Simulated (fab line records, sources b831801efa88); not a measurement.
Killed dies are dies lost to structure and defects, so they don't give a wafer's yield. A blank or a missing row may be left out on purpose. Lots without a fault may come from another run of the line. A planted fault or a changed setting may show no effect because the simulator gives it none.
Chamber matching | flow sky130 | SKY_LI_CONTACT_HDPCVD_00 on hdpcvd-01: 3 sister chambers
The step deposits PSG, target thk 930 nm, time 155 s. 14 wafers are shown with their chamber, then 7 later ones without.

WAFERS WITH THEIR CHAMBER
wafer  | chamber | run_length_s (s)
L668.2 | 2       | 182.8
L668.4 | 1       | 182.3
L668.5 | 0       | 182.6
L669.2 | 1       | 182.5
L669.3 | 0       | 182.3
L669.5 | 2       | 183.5
L674.2 | 1       | 182.6
L674.3 | 0       | 182.9
L674.6 | 0       | 182.8
L673.2 | 0       | 182.3
L673.4 | 1       | 182.4
L673.5 | 0       | 182.3
L676.1 | 2       | 183.3
L676.4 | 2       | 182.7

SIGNATURES (means of the wafers above)
reading      | chamber 0 | chamber 1 | chamber 2 | scatter within a chamber
run_length_s | 182.533   | 182.450   | 183.075   | 0.281
Rule: a wafer's distance from a chamber is the root of the sum, over the readings, of the square of ((its reading less the chamber's mean) divided by the reading's scatter). The wafer belongs to the nearest chamber; if the next one is less than 2 further off, it can't be placed. The scatter: the root of (the sum of the squares of (reading less its chamber's mean) over the shown wafers, divided by (wafers less chambers)).

WAFERS WITHOUT THEIR CHAMBER
wafer  | run_length_s (s)
L676.5 | 182.2
L688.1 | 183.2
L688.3 | 182.5
L688.4 | 183.0
L689.2 | 183.3
L689.3 | 182.3
L689.4 | 182.9

WHICH CHAMBER EACH WENT THROUGH
wafer  | from the rows above          | in truth
L676.5 | can't be placed: 1 or 0      | 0
L688.1 | can't be placed: 2 or 0      | 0
L688.3 | can't be placed: 0 or 1 or 2 | 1
L688.4 | can't be placed: 2 or 0 or 1 | 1
L689.2 | can't be placed: 2 or 0      | 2
L689.3 | can't be placed: 1 or 0      | 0
L689.4 | can't be placed: 2 or 0 or 1 | 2
Placed correctly: 0 of 7. Can't be placed from these rows: 7 (the true chamber is among the candidates in 7). Placed wrongly: 0.
